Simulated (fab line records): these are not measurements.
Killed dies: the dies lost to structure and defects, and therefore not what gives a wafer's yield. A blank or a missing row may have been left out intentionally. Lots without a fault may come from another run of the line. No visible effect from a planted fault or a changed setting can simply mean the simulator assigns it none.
fab line records | flow sky130
record lots=6 | wafers=18 | last_day=51
route steps=708 shown VIA2@516 METAL3@532 PAD_OPEN@708
lots with no fault: from the same line, run without faults
start_h: the number of hours between the record's first day and the start of the first shown wafer of the lot | wait_h: how many hours have passed since the lot's step before this one | " same as the row above | L1.1+2: a single row standing in for several wafers | - either no value or no given start | * or withheld: withheld | < > ~ a bound
route shown NAME@n: NAME is a module with steps in the file, n the number in the route of the first one | usual: the fault-free wafers' mean and standard deviation | same: alike in all rows | chamber/n: place in a boat | sites: per-site readings | _std_site: standard deviation across them | _edge_site: outer sites' mean less inner sites' | radius_mm: for every site, how far away it sits from the centre of the wafer | mask NAME#n: copy n | behind: the tool/chamber that last shaped the wafer | hold: what put the lot on hold/how long, in hours/how the hold closed | device: whichever transistor did not switch (one of n, p or np) | end of line: the same wafers' tests at the end of the route | for a step that has no rows: nothing shown but its recipe | killed: dies lost to structure and defects at the first sort, not the wafer's yield | map: per-die view of a wafer (x killed, . not killed, _ where there is no die)
set.NAME: the run value of the setting; set.NAME@STEP: its run value at that earlier step | model.NAME: the simulator's own value behind a step, which no gauge read
lots seen at some steps along the route; tables by step, rows by wafer
services: a tool's chamber out of use, with start hour (start_h, from the record's first day; less than 0 if before it), hours out, and reason
## steps
# step SKY_VIA2_EXPOSE_09
# recipe mask_id=VIM2 | na=0.8 | source_shape=annular | sigma_inner=0.55 | sigma_outer=0.85 | target_cd_nm=200 | dose_mj=38
# step SKY_VIA2_PEB_10
# recipe peb_temp_c=withheld | peb_time_s=withheld | resist=KrF-thick
# step SKY_VIA2_DEVELOP_11
# recipe develop_time_s=60 | resist=KrF-thick | dev_temp_c=21
# step SKY_VIA2_CD_MEAS_12
# recipe target_cd_nm=200
# usual cd_nm=200.0/1.3
lot.wafer | tool      | chamber | start_h | wait_h | cd_nm
L545.1    | cd_sem-01 | -       | 871.54  | -      | 199.5
L545.5    | "         | -       | "       | "      | 199.6
L545.6    | "         | -       | "       | "      | 198.7
L553.4    | cd_sem-01 | -       | 926.59  | -      | 201.0
L553.5    | "         | -       | "       | "      | 200.5
L553.6    | "         | -       | "       | "      | 202.0
L555.1    | cd_sem-01 | -       | 942.67  | -      | 201.5
L555.4    | "         | -       | "       | "      | 202.7
L555.6    | "         | -       | "       | "      | 201.6
L562.1    | cd_sem-02 | -       | 995.24  | -      | 199.6
L562.2    | "         | -       | "       | "      | 199.5
L562.4    | "         | -       | "       | "      | 200.1
L565.1    | cd_sem-02 | -       | 1009.58 | -      | 199.3
L565.2    | "         | -       | "       | "      | 198.8
L565.6    | "         | -       | "       | "      | 197.3
L568.1    | cd_sem-02 | -       | 1022.24 | -      | 200.0
L568.2    | "         | -       | "       | "      | 200.4
L568.5    | "         | -       | "       | "      | 200.4
# step SKY_VIA2_OVL_MEAS_13
# usual VIA2_OVL=0/5.2
lot.wafer | tool       | chamber | start_h | wait_h | VIA2_OVL[nm]
L545.1    | overlay-01 | -       | 871.66  | 0.1    | -2
L545.5    | "          | -       | "       | "      | -2
L545.6    | "          | -       | "       | "      | -1
L553.4    | overlay-02 | -       | 926.66  | 0.1    | -2
L553.5    | "          | -       | "       | "      | -9
L553.6    | "          | -       | "       | "      | -2
L555.1    | overlay-01 | -       | 942.79  | 0.1    | 5
L555.4    | "          | -       | "       | "      | 6
L555.6    | "          | -       | "       | "      | -3
L562.1    | overlay-02 | -       | 995.36  | 0.1    | 3
L562.2    | "          | -       | "       | "      | 2
L562.4    | "          | -       | "       | "      | -4
L565.1    | overlay-01 | -       | 1009.70 | 0.1    | 1
L565.2    | "          | -       | "       | "      | -1
L565.6    | "          | -       | "       | "      | 4
L568.1    | overlay-02 | -       | 1022.36 | 0.1    | 7
L568.2    | "          | -       | "       | "      | 4
L568.5    | "          | -       | "       | "      | 9
# step SKY_VIA2_ETCH_14
# recipe chemistry=N2/H2 | target=BARC | ion_energy_ev=200 | source_w=500 | bias_w=100 | pressure_mtorr=30 | n2_flow_sccm=100 | h2_flow_sccm=200 | stop_on=SiO2 | time_s=45.9 | target_depth_a=600
# usual drypump_motor_current_A=5.7/0.47 | oes_product_au=0.854/0.0045 | throttle_valve_pct=13.225/0.0097
lot.wafer | tool        | chamber | start_h | wait_h | drypump_motor_current_A | oes_product_au | rf_hours_counter_h | throttle_valve_pct
L545.1    | rie_diel-04 | 0       | 871.70  | 0.0    | 6.3                     | 0.857          | 12                 | 13.216
L545.5    | "           | 2       | "       | "      | 5.4                     | 0.860          | -                  | 13.228
L545.6    | "           | 3       | "       | "      | 5.9                     | 0.860          | -                  | 13.228
L553.4    | rie_diel-01 | 2       | 926.70  | 0.0    | 5.9                     | 0.849          | -                  | 13.234
L553.5    | "           | 3       | "       | "      | 5.9                     | 0.854          | -                  | 13.229
L553.6    | "           | 1       | "       | "      | 6.2                     | 0.848          | -                  | 13.219
L555.1    | rie_diel-04 | 3       | 942.82  | 0.0    | 5.9                     | 0.850          | 19                 | 13.212
L555.4    | "           | 0       | "       | "      | 6.2                     | 0.856          | 14                 | 13.216
L555.6    | "           | 3       | "       | "      | 5.9                     | 0.855          | -                  | 13.211
L562.1    | rie_diel-04 | 2       | 995.40  | 0.0    | 5.4                     | 0.852          | 14                 | 13.247
L562.2    | "           | 3       | "       | "      | 5.9                     | 0.861          | 21                 | 13.211
L562.4    | "           | 0       | "       | "      | 6.2                     | 0.858          | 15                 | 13.223
L565.1    | rie_diel-04 | 3       | 1009.73 | 0.0    | 5.9                     | 0.845          | 21                 | 13.228
L565.2    | "           | 1       | "       | "      | 4.8                     | 0.859          | 4                  | 13.236
L565.6    | "           | 0       | "       | "      | 6.2                     | 0.849          | -                  | 13.239
L568.1    | rie_diel-01 | 1       | 1022.40 | 0.0    | 6.3                     | 0.853          | 20                 | 13.222
L568.2    | "           | 0       | "       | "      | 5.8                     | 0.854          | 6                  | 13.218
L568.5    | "           | 0       | "       | "      | 5.8                     | 0.862          | -                  | 13.229
# step SKY_VIA2_ETCH_15
# recipe target=SiO2 | chemistry=C4F8/O2/Ar | target_depth_nm=546 | stop_on=TiN | mask_material=KrF-thick | source_w=1500 | bias_w=1200 | pressure_mtorr=40 | c4f8_flow_sccm=withheld | O2_flow_sccm=6 | Ar_flow_sccm=300 | time_s=84
# usual oes_product_au=0.940/0.0047
lot.wafer | tool        | chamber | start_h | wait_h | oes_product_au | rf_hours_counter_h
L545.1    | rie_diel-04 | 0       | 871.74  | 0.0    | 0.939          | 12
L545.5    | "           | 2       | "       | "      | 0.932          | -
L545.6    | "           | 3       | "       | "      | 0.941          | -
L553.4    | rie_diel-01 | 2       | 926.76  | 0.0    | 0.931          | -
L553.5    | "           | 3       | "       | "      | 0.937          | -
L553.6    | "           | 1       | "       | "      | 0.934          | -
L555.1    | rie_diel-04 | 3       | 942.86  | 0.0    | 0.941          | 19
L555.4    | "           | 0       | "       | "      | 0.944          | 14
L555.6    | "           | 3       | "       | "      | 0.937          | -
L562.1    | rie_diel-04 | 2       | 995.44  | 0.0    | 0.940          | 14
L562.2    | "           | 3       | "       | "      | 0.944          | 21
L562.4    | "           | 0       | "       | "      | 0.938          | 15
L565.1    | rie_diel-04 | 3       | 1009.78 | 0.0    | 0.929          | 21
L565.2    | "           | 1       | "       | "      | 0.937          | 4
L565.6    | "           | 0       | "       | "      | 0.939          | -
L568.1    | rie_diel-01 | 1       | 1022.44 | 0.0    | 0.941          | 20
L568.2    | "           | 0       | "       | "      | 0.939          | 6
L568.5    | "           | 0       | "       | "      | 0.938          | -
# step SKY_VIA2_STRIP_16
# recipe chemistry=O2/N2 | power_w=1400 | pressure_mtorr=1500 | platen_temp_c=withheld | o2_flow_sccm=3000 | n2_flow_sccm=300 | overash_fraction=0.5
# usual drypump_motor_current_A=5.8/0.47 | oes_product_au=0.399/0.0051 | strip_time_to_endpoint_s=4.04/0.037
lot.wafer | tool            | chamber | start_h | wait_h | drypump_motor_current_A | oes_product_au | rf_hours_counter_h | strip_time_to_endpoint_s
L545.1    | plasma_asher-02 | 1       | 871.80  | 0.0    | 5.1                     | 0.394          | 105                | 4.09
L545.5    | "               | 1       | "       | "      | 5.2                     | 0.398          | -                  | 4.07
L545.6    | "               | 0       | "       | "      | 5.5                     | 0.404          | -                  | 4.08
L553.4    | plasma_asher-02 | 0       | 926.82  | 0.0    | 5.5                     | 0.393          | -                  | 4.01
L553.5    | "               | 0       | "       | "      | 5.5                     | 0.400          | -                  | 3.99
L553.6    | "               | 1       | "       | "      | 5.2                     | 0.396          | -                  | 3.98
L555.1    | plasma_asher-04 | 0       | 942.93  | 0.0    | 6.4                     | 0.403          | 19                 | 4.04
L555.4    | "               | 1       | "       | "      | 6.1                     | 0.392          | -                  | 4.07
L555.6    | "               | 1       | "       | "      | 6.1                     | 0.398          | -                  | 4.04
L562.1    | plasma_asher-02 | 0       | 995.50  | 0.0    | 5.4                     | 0.405          | 117                | 3.99
L562.2    | "               | 1       | "       | "      | 5.1                     | 0.395          | 117                | 4.03
L562.4    | "               | 1       | "       | "      | 5.2                     | 0.405          | -                  | 4.06
L565.1    | plasma_asher-02 | 0       | 1009.84 | 0.0    | 5.4                     | 0.395          | 119                | 4.06
L565.2    | "               | 1       | "       | "      | 5.2                     | 0.388          | 119                | 4.11
L565.6    | "               | 1       | "       | "      | 5.2                     | 0.406          | -                  | 4.07
L568.1    | plasma_asher-04 | 0       | 1022.50 | 0.0    | 6.4                     | 0.399          | 26                 | 3.97
L568.2    | "               | 1       | "       | "      | 6.1                     | 0.397          | 26                 | 4.07
L568.5    | "               | 1       | "       | "      | 6.1                     | 0.398          | -                  | 4.05
# step SKY_VIA2_STRIP_17
# recipe chemistry=post_etch_residue_remover | time_s=1200 | temp_c=72.5
# step SKY_VIA2_CLEAN_18
# recipe chemistry=IPA | time_s=180 | temp_c=25
# step SKY_VIA2_CLEAN_19
# recipe chemistry=O3/DIW | dry=n2_spin
# step SKY_VIA2_SPUTTER_20
# recipe material=TiN | target_thk_nm=20 | chamber_pressure_pa=5 | power_w=4000 | time_s=80
# usual cathode_dc_power_W=4000.0/0.76 | chamber_pressure_pa=4.999/0.0096 | throttle_valve_pct=29.9/1.3
lot.wafer | tool           | chamber | start_h | wait_h | cathode_dc_power_W | chamber_pressure_pa | throttle_valve_pct
L545.1    | pvd_sputter-04 | -       | 872.40  | 0.0    | 3999.7             | 5.006               | 28.5
L545.5    | "              | -       | "       | "      | 4000.2             | 4.992               | 28.4
L545.6    | "              | -       | "       | "      | 3999.7             | 5.009               | 28.3
L553.4    | pvd_sputter-01 | -       | 927.41  | 0.0    | 4000.3             | 4.996               | 31.4
L553.5    | "              | -       | "       | "      | 3998.2             | 4.996               | 31.9
L553.6    | "              | -       | "       | "      | 3998.7             | 4.997               | 31.2
L555.1    | pvd_sputter-04 | -       | 943.56  | 0.0    | 3999.8             | 5.002               | 29.6
L555.4    | "              | -       | "       | "      | 4000.5             | 4.997               | 28.5
L555.6    | "              | -       | "       | "      | 4000.3             | 4.995               | 30.6
L562.1    | pvd_sputter-04 | -       | 996.09  | 0.0    | 4000.5             | 4.996               | 29.8
L562.2    | "              | -       | "       | "      | 3999.6             | 4.985               | 28.7
L562.4    | "              | -       | "       | "      | 4000.3             | 5.019               | 27.8
L565.1    | pvd_sputter-03 | -       | 1010.44 | 0.0    | 3999.9             | 5.001               | 30.1
L565.2    | "              | -       | "       | "      | 4001.7             | 5.000               | 28.6
L565.6    | "              | -       | "       | "      | 4000.9             | 5.004               | 28.7
L568.1    | pvd_sputter-01 | -       | 1023.13 | 0.0    | 3999.9             | 5.002               | 31.0
L568.2    | "              | -       | "       | "      | 4001.0             | 4.998               | 31.4
L568.5    | "              | -       | "       | "      | 4000.4             | 4.996               | 31.0
# step SKY_VIA2_CVD_21
# recipe material=W | target_thk_nm=420 | time_s=126.4 | temp_c=400 | pressure_torr=40
# usual heater_power_w=856/66
lot.wafer | tool     | chamber | start_h | wait_h | heater_power_w | model.W_of_VIA2_CVD_21.thk_nm
L545.1    | cvd_w-01 | 1       | 872.46  | 0.0    | 843            | 423
L545.5    | "        | 0       | "       | "      | 844            | 416.2
L545.6    | "        | 1       | "       | "      | 836            | 423.5
L553.4    | cvd_w-02 | 0       | 927.51  | 0.1    | 917            | 427.6
L553.5    | "        | 0       | "       | "      | 908            | 428.9
L553.6    | "        | 1       | "       | "      | 917            | 643.3
L555.1    | cvd_w-02 | 0       | 943.62  | 0.0    | 901            | 422.1
L555.4    | "        | 1       | "       | "      | 938            | 435.7
L555.6    | "        | 0       | "       | "      | 910            | 624.3
L562.1    | cvd_w-02 | 1       | 996.16  | 0.0    | 912            | 435.8
L562.2    | "        | 0       | "       | "      | 908            | 421.4
L562.4    | "        | 0       | "       | "      | 910            | 423.2
L565.1    | cvd_w-01 | 1       | 1010.51 | 0.0    | 757            | 416.1
L565.2    | "        | 0       | "       | "      | 790            | 410.5
L565.6    | "        | 1       | "       | "      | 745            | 423.8
L568.1    | cvd_w-02 | 0       | 1023.20 | 0.0    | 928            | 410.3
L568.2    | "        | 1       | "       | "      | 895            | 427
L568.5    | "        | 1       | "       | "      | 904            | 428.3
# step SKY_VIA2_RS_MEAS_22
# recipe thk_meas_gauge=four-point-probe | reads=W_of_VIA2_CVD_21+TiN_of_VIA2_SPUTTER_20
# usual VIA2_W_RS=0.272/0.0054
lot.wafer | tool          | chamber | start_h | wait_h | VIA2_W_RS[ohm/sq]
L545.1    | film_metro-01 | -       | 872.59  | 0.1    | 0.271
L545.5    | "             | -       | "       | "      | 0.275
L545.6    | "             | -       | "       | "      | 0.270
L553.4    | film_metro-04 | -       | 927.66  | 0.1    | 0.268
L553.5    | "             | -       | "       | "      | 0.267
L553.6    | "             | -       | "       | "      | 0.178
L555.1    | film_metro-03 | -       | 943.75  | 0.1    | 0.271
L555.4    | "             | -       | "       | "      | 0.264
L555.6    | "             | -       | "       | "      | 0.183
L562.1    | film_metro-01 | -       | 996.29  | 0.1    | 0.263
L562.2    | "             | -       | "       | "      | 0.273
L562.4    | "             | -       | "       | "      | 0.272
L565.1    | film_metro-03 | -       | 1010.64 | 0.1    | 0.276
L565.2    | "             | -       | "       | "      | 0.279
L565.6    | "             | -       | "       | "      | 0.271
L568.1    | film_metro-01 | -       | 1023.33 | 0.1    | 0.279
L568.2    | "             | -       | "       | "      | 0.269
L568.5    | "             | -       | "       | "      | 0.268
# step SKY_VIA2_THK_MEAS_23
# recipe thk_meas_gauge=xrf | reads=W_of_VIA2_CVD_21
# usual VIA2_W_THK=413/8.1
lot.wafer | tool          | chamber | start_h | wait_h | VIA2_W_THK[nm]
L545.1    | film_metro-01 | -       | 872.71  | 0.1    | 412
L545.5    | "             | -       | "       | "      | 406
L545.6    | "             | -       | "       | "      | 412
L553.4    | film_metro-04 | -       | 927.75  | 0.1    | 411
L553.5    | "             | -       | "       | "      | 416
L553.6    | "             | -       | "       | "      | -
L555.1    | film_metro-03 | -       | 943.87  | 0.1    | 418
L555.4    | "             | -       | "       | "      | 432
L555.6    | "             | -       | "       | "      | -
L562.1    | film_metro-01 | -       | 996.41  | 0.1    | 424
L562.2    | "             | -       | "       | "      | 411
L562.4    | "             | -       | "       | "      | 409
L565.1    | film_metro-03 | -       | 1010.76 | 0.1    | 410
L565.2    | "             | -       | "       | "      | 405
L565.6    | "             | -       | "       | "      | 418
L568.1    | film_metro-01 | -       | 1023.45 | 0.1    | 396
L568.2    | "             | -       | "       | "      | 416
L568.5    | "             | -       | "       | "      | 412
# step SKY_VIA2_CMP_24
# recipe stop_on=SiO2 | t_overpolish_s=20 | down_force_psi=3.5 | platen_rpm=60 | target_thk_nm=0 | pad_velocity_m_s=0.94248
# usual motor_current_A=10.8/0.79 | slurry_flow_ml_min=150.0/0.46 | time_to_endpoint_s=103/4.1
lot.wafer | tool   | chamber | start_h | wait_h | motor_current_A | slurry_flow_ml_min | time_to_endpoint_s
L545.1    | cmp-01 | 2       | 872.77  | 0.1    | 10.8            | 149.7              | 107
L545.6    | "      | 2       | "       | "      | 10.7            | 150.2              | 110
L545.5    | "      | 3       | "       | "      | 12.0            | 149.7              | 101
L553.4    | cmp-01 | 3       | 927.88  | 0.1    | 12.1            | 150.1              | 106
L553.6    | "      | 1       | "       | "      | 11.0            | 149.8              | 155
L553.5    | "      | 2       | "       | "      | 10.4            | 150.8              | 113
L555.4    | cmp-01 | 3       | 943.98  | 0.1    | 11.7            | 149.9              | 104
L555.1    | "      | 0       | "       | "      | 10.4            | 149.7              | 106
L555.6    | "      | 2       | "       | "      | 10.4            | 149.4              | 159
L562.2    | cmp-02 | 2       | 996.47  | 0.0    | 9.9             | 149.8              | 107
L562.4    | "      | 0       | "       | "      | 11.7            | 150.3              | 103
L562.1    | "      | 1       | "       | "      | 10.7            | 150.9              | 111
L565.2    | cmp-01 | 2       | 1010.82 | 0.0    | 10.4            | 150.1              | 106
L565.1    | "      | 3       | "       | "      | 11.9            | 150.8              | 103
L565.6    | "      | 3       | "       | "      | 12.1            | 150.1              | 104
L568.1    | cmp-01 | 1       | 1023.51 | 0.1    | 10.5            | 150.0              | 98
L568.2    | "      | 0       | "       | "      | 10.6            | 151.1              | 104
L568.5    | "      | 1       | "       | "      | 10.7            | 150.3              | 102
# step SKY_METAL3_SPUTTER_00
# recipe material=Ti | target_thk_nm=15 | power_w=3000 | time_s=10 | chamber_pressure_pa=0.4
# usual cathode_dc_power_W=3000.0/0.56 | chamber_pressure_pa=0.4000/0.00086 | throttle_valve_pct=30.2/1.2
lot.wafer | tool           | chamber | start_h | wait_h | cathode_dc_power_W | chamber_pressure_pa | throttle_valve_pct
L545.1    | pvd_sputter-01 | -       | 873.07  | 0.2    | 3000.3             | 0.4000              | 31.0
L545.5    | "              | -       | "       | "      | 3000.5             | 0.4000              | 31.1
L545.6    | "              | -       | "       | "      | 3000.3             | 0.3995              | 31.5
L553.4    | pvd_sputter-02 | -       | 928.08  | 0.1    | 3001.4             | 0.4007              | 30.6
L553.5    | "              | -       | "       | "      | 3001.0             | 0.3991              | 30.7
L553.6    | "              | -       | "       | "      | 3000.0             | 0.3998              | 29.1
L555.1    | pvd_sputter-04 | -       | 944.23  | 0.1    | 3000.9             | 0.3999              | 30.6
L555.4    | "              | -       | "       | "      | 3001.1             | 0.4000              | 30.1
L555.6    | "              | -       | "       | "      | 2999.7             | 0.4007              | 28.6
L562.1    | pvd_sputter-02 | -       | 996.77  | 0.1    | 3000.2             | 0.3994              | 29.6
L562.2    | "              | -       | "       | "      | 2999.7             | 0.4005              | 29.2
L562.4    | "              | -       | "       | "      | 3000.9             | 0.3983              | 28.8
L565.1    | pvd_sputter-01 | -       | 1011.12 | 0.2    | 2999.6             | 0.4000              | 31.0
L565.2    | "              | -       | "       | "      | 2999.9             | 0.4002              | 31.5
L565.6    | "              | -       | "       | "      | 2999.7             | 0.4005              | 32.1
L568.1    | pvd_sputter-01 | -       | 1023.81 | 0.2    | 3000.0             | 0.3988              | 31.4
L568.2    | "              | -       | "       | "      | 3000.4             | 0.3999              | 31.2
L568.5    | "              | -       | "       | "      | 3000.4             | 0.4010              | 31.0
# step SKY_PAD_OPEN_PROBE_99
# usual defect_limited_yield=82.7/1.9 | killed_at_M0_to_M3=44/7.2 | killed_at_M4_up=2.9/1.8 | killed_at_contacts=24/5.2 | killed_at_front_end=15/4 | killed_at_other=0.2/0.49 | killed_dies=85/9.1 | killed_open=47/6.8 | killed_short=38/5.7 | sort_bin_3_pad_short=0.9/0.44 | sort_bin_5_function=10.3/1.4 | sort_bin_6_memory=6.2/1.1 | sort_n_pass=407/9.1 | sort_yield_pct=82.7/1.9
# same gross_dies=492 | killed_at_back_side=0 | sort_bin_4_leakage[%]=0 | sort_bin_8_speed[%]=0
lot.wafer | tool      | chamber | start_h | wait_h | defect_limited_yield[%] | killed_at_M0_to_M3 | killed_at_M4_up | killed_at_contacts | killed_at_front_end | killed_at_other | killed_dies | killed_open | killed_short | sort_bin_3_pad_short[%] | sort_bin_5_function[%] | sort_bin_6_memory[%] | sort_n_pass | sort_yield_pct[%]
L555.1    | prober-02 | -       | 1156.84 | 0.1    | 85.8                    | 42                 | 0               | 16                 | 12                  | 0               | 70          | 42          | 28           | 0.8                     | 8.7                    | 4.7                  | 422         | 85.8
L555.4    | prober-02 | -       | 1156.99 | 0.2    | 83.7                    | 33                 | 5               | 26                 | 16                  | 0               | 80          | 42          | 38           | 1.2                     | 7.9                    | 7.1                  | 412         | 83.7
L555.6    | prober-02 | -       | 1157.09 | 0.2    | 85.0                    | 44                 | 3               | 17                 | 10                  | 0               | 74          | 42          | 32           | 1.0                     | 9.1                    | 4.9                  | 418         | 85.0
# killed by level:class
L555.1 VIA1:geometric_particle:open=15 CONTACT:geometric_particle:open=9 METAL1:geometric_particle:short=6 VIA1:geometric_particle:short=6 POLY_GATE:geometric_particle:short=5 METAL2:geometric_particle:short=5 VIA3:geometric_particle:open=5 FIELD_ISO:geometric_particle:open=3
L555.4 LI_CONTACT:geometric_particle:open=11 VIA3:geometric_particle:open=7 VIA1:geometric_particle:open=6 CONTACT:geometric_particle:open=5 METAL1:geometric_particle:short=5 METAL4:geometric_particle:short=4 LI_CONTACT:geometric_particle:short=4 VIA1:geometric_particle:short=4
L555.6 CONTACT:geometric_particle:open=8 VIA1:geometric_particle:open=8 VIA1:geometric_particle:short=7 VIA2:geometric_particle:open=5 LI_CONTACT:geometric_particle:open=4 METAL1:geometric_particle:short=4 METAL2:geometric_particle:short=4 VIA3:geometric_particle:open=4
## services
tool           | chamber | start_h | hours | kind
pvd_sputter-04 | -       | 850.83  | 2.8   | repair
cmp-01         | -       | 853.43  | 0.9   | repair
rie_diel-04    | 1       | 855.35  | 5.1   | repair
cvd_w-02       | -       | 862.20  | 14.6  | pm
cmp-02         | -       | 862.74  | 19.6  | pm
rie_diel-01    | 0       | 864.29  | 14.0  | repair
cmp-01         | -       | 882.59  | 5.5   | pm
cmp-02         | -       | 892.65  | 5.4   | pm
cvd_w-01       | -       | 904.00  | 14.0  | pm
rie_diel-04    | 0       | 910.34  | 8.0   | repair
cmp-02         | -       | 912.07  | 4.0   | pm
cmp-02         | -       | 912.90  | 1.0   | repair
cmp-01         | -       | 916.07  | 5.4   | pm
rie_diel-01    | 0       | 921.83  | 11.3  | repair
cmp-02         | -       | 922.56  | 6.5   | repair
rie_diel-04    | 3       | 933.68  | 3.7   | repair
pvd_sputter-04 | -       | 950.92  | 4.6   | repair
pvd_sputter-01 | -       | 962.29  | 24.6  | repair
cmp-01         | -       | 967.33  | 6.7   | repair
cvd_w-01       | -       | 967.39  | 6.9   | pm
cmp-02         | -       | 982.08  | 4.1   | repair
pvd_sputter-03 | -       | 987.38  | 2.8   | repair
cvd_w-02       | -       | 1009.64 | 6.0   | pm
rie_diel-01    | -       | 1010.53 | 2.8   | pm
## key
first_sign step=SKY_VIA2_RS_MEAS_22 | reading=VIA2_W_RS | direction=down | sigmas=17 | usual=0.272 | struck=0.180
effect step=SKY_VIA2_THK_MEAS_23 | reading=VIA2_W_THK | direction=missing
effect step=SKY_VIA2_CMP_24 | reading=time_to_endpoint_s | direction=up | sigmas=13 | usual=* | struck=*
model_effect step=SKY_VIA2_CVD_21 | value=W_of_VIA2_CVD_21.thk_nm | without=428.6 | struck=633.8
met_at SKY_VIA2_CVD_21
struck_wafers L553.6,L555.6
fault kind=process_parameter_drift | tool=cvd_w-02 | chamber=- | onset_h=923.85 | steps=SKY_VIA2_CVD_21 | channel=target_thk_nm | offset=205.16 | shape=step | end_h=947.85 | scope=struck_wafers_only | acts_in=these_recipes_only | stated=420
